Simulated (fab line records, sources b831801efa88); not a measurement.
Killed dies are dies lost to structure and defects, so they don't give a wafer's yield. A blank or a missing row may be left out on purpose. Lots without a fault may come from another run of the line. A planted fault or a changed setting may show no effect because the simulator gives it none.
Which tool did it? | flow sky130 | 11 lots, 33 wafers sampled, at 5 steps of a route of 708

WHAT THE GAUGES READ, wafer by wafer
SKY_FIELD_ISO_CD_MEAS_13: target cd 150 nm.
lot  | measured    | on        | cd_nm (nm)
L414 | day 2 09:38 | cd_sem-02 | 150.4 151.3 150.5
L415 | day 2 14:44 | cd_sem-01 | 148.2 148.2 149.3
L416 | day 2 18:40 | cd_sem-02 | 151.2 151.2 151.1
L417 | day 3 16:25 | cd_sem-01 | 148.0 148.0 147.9
L420 | day 3 22:04 | cd_sem-02 | 149.7 148.5 150.6
L423 | day 4 07:38 | cd_sem-01 | 144.9 145.1 145.2
L424 | day 4 12:59 | cd_sem-01 | 149.3 150.2 148.6
L430 | day 5 20:51 | cd_sem-02 | 147.6 146.9 148.0
L432 | day 6 09:02 | cd_sem-01 | 148.2 149.4 150.0
L433 | day 6 12:58 | cd_sem-02 | 149.9 149.5 148.6
L434 | day 6 18:29 | cd_sem-02 | 148.7 148.1 147.1

SKY_PWDE_OVL_MEAS_07.
lot  | measured    | on         | PWDE_OVL (nm)
L414 | day 4 02:52 | overlay-02 | -0.5 1.0 -0.4
L415 | day 4 03:29 | overlay-02 | -0.7 -2.7 -4.2
L416 | day 4 10:29 | overlay-01 | 1.7 2.0 -0.8
L417 | day 5 10:44 | overlay-02 | -0.8 -1.4 -0.1
L420 | day 5 16:23 | overlay-02 | 1.3 1.1 -0.4
L423 | day 6 01:01 | overlay-02 | - - -
L424 | day 6 10:01 | overlay-01 | 3.0 1.6 0.7
L430 | day 7 18:56 | overlay-02 | -1.0 0.4 0.4
L432 | day 8 07:27 | overlay-02 | 2.1 3.3 3.0
L433 | day 8 13:13 | overlay-02 | 0.4 0.2 0.6
L434 | day 8 21:23 | overlay-01 | 3.1 0.8 0.0

SKY_PWDE_TW_MEAS_10.
lot  | measured    | on            | PWDE_TW
L414 | day 4 03:09 | film_metro-04 | 373.4 371.4 372.8
L415 | day 4 03:51 | film_metro-03 | 371.8 370.9 369.7
L416 | day 4 10:47 | film_metro-04 | 373.0 372.2 372.7
L417 | day 5 11:01 | film_metro-04 | 377.0 375.9 376.9
L420 | day 5 16:41 | film_metro-02 | 371.9 369.9 371.3
L423 | day 6 01:17 | film_metro-03 | 29.8 29.8 30.1
L424 | day 6 10:17 | film_metro-02 | 371.1 370.1 372.8
L430 | day 7 19:13 | film_metro-04 | 373.0 373.6 373.3
L432 | day 8 07:44 | film_metro-02 | 369.6 370.9 370.0
L433 | day 8 13:29 | film_metro-02 | 369.1 371.5 370.3
L434 | day 8 21:40 | film_metro-04 | 373.1 374.3 375.9

WHICH TOOL RAN EACH LOT (tool, then ch and the chambers of the sampled wafers, then the start)
lot  | SKY_FIELD_ISO_ETCH_15             | SKY_PWDE_EXPOSE_04
L414 | rie_diel-01 ch 0,1,3, day 2 09:46 | iline_stepper-02 ch 0, day 3 20:04
L415 | rie_diel-01 ch 0,1,2, day 2 14:52 | iline_stepper-01 ch 0, day 3 21:09
L416 | rie_diel-04 ch 1,2,3, day 2 18:48 | iline_stepper-02 ch 0, day 4 02:35
L417 | rie_diel-02 ch 0,3, day 3 16:34   | iline_stepper-01 ch 0, day 5 02:09
L420 | rie_diel-01 ch 1,2, day 3 22:13   | iline_stepper-01 ch 0, day 5 08:10
L423 | rie_diel-04 ch 0,1,3, day 4 07:48 | iline_stepper-02 ch 0, day 5 15:34
L424 | rie_diel-02 ch 0,1, day 4 13:09   | iline_stepper-02 ch 0, day 6 01:08
L430 | rie_diel-04 ch 2,3, day 5 21:01   | iline_stepper-01 ch 0, day 7 09:06
L432 | rie_diel-01 ch 1,2, day 6 09:10   | iline_stepper-02 ch 0, day 7 21:53
L433 | rie_diel-01 ch 1,3, day 6 13:07   | iline_stepper-02 ch 0, day 8 02:32
L434 | rie_diel-02 ch 0,1,2, day 6 18:37 | iline_stepper-02 ch 0, day 8 11:03
- SKY_FIELD_ISO_ETCH_15: etches the open film in CHF3/O2, stops on Si, target depth 180 nm, time 72 s.
- SKY_PWDE_EXPOSE_04: exposes mask PWDEM, target cd 840 nm.

WHAT THE TOOLS THEMSELVES READ (means of the sampled wafers that have a number; where no wafer has one, the mark that the record gives instead)
SKY_FIELD_ISO_ETCH_15.
lot  | tool        | drypump_motor_current_A (A) | oes_product_au (a.u.) | throttle_valve_pct (%)
L414 | rie_diel-01 | 5.3                         | 0.938                 | 8.843
L415 | rie_diel-01 | 5.4                         | 0.939                 | 8.844
L416 | rie_diel-04 | 5.5                         | 0.936                 | 8.836
L417 | rie_diel-02 | 5.9                         | 0.943                 | 8.835
L420 | rie_diel-01 | 5.1                         | 0.942                 | 8.835
L423 | rie_diel-04 | 5.3                         | 0.941                 | 8.841
L424 | rie_diel-02 | 6.2                         | 0.933                 | 8.829
L430 | rie_diel-04 | 5.5                         | 0.949                 | 8.846
L432 | rie_diel-01 | 5.1                         | 0.941                 | 8.849
L433 | rie_diel-01 | 5.1                         | 0.948                 | 8.847
L434 | rie_diel-02 | 6.0                         | 0.949                 | 8.850

SKY_PWDE_EXPOSE_04.
lot  | tool             | focus_offset_nm (nm)
L414 | iline_stepper-02 | 0.2
L415 | iline_stepper-01 | -0.0
L416 | iline_stepper-02 | 0.2
L417 | iline_stepper-01 | -0.3
L420 | iline_stepper-01 | 0.9
L423 | iline_stepper-02 | -0.2
L424 | iline_stepper-02 | 0.3
L430 | iline_stepper-01 | -0.4
L432 | iline_stepper-02 | 0.3
L433 | iline_stepper-02 | -0.5
L434 | iline_stepper-02 | -0.1

THE ANSWER, worked out from the rows above alone
Rule: what is usual is taken from the lots themselves. Put in order of their means at a reading, lots are off if they are a third of the lots or fewer, leave a main group of 4 or more, and stand apart from it by a gap of 3 or more times the standard deviation of the main group's means; of several such gaps the widest counts. A main group whose means are all the same, to the digits that the tables above print for the reading, isn't used. A lot without any number at a reading at which 4 lots or more have one is off too. The other lots that the step has rows for count as sound. The gauges are gone through in route order, then the tools' own readings, and for those a lot's mean is taken as printed above. The first step at which some lot is off is used, and at that step the reading that is off furthest; a lot without a number counts as furthest.
Off: L423, at SKY_PWDE_OVL_MEAS_07 (PWDE_OVL). Without a number there: L423. The main group: mean 0.5 nm, standard deviation 1.4.
A tool fits if, at a process step before that reading, it ran every lot that is off, and no sound lot after the first of them. The gauges at SKY_PWDE_OVL_MEAS_07 aren't tried: what is off there is off at SKY_PWDE_TW_MEAS_10 too, on other tools, and a gauge's error can't cause that. None of those tried fits.

WHAT THE SIMULATOR HAD PUT IN
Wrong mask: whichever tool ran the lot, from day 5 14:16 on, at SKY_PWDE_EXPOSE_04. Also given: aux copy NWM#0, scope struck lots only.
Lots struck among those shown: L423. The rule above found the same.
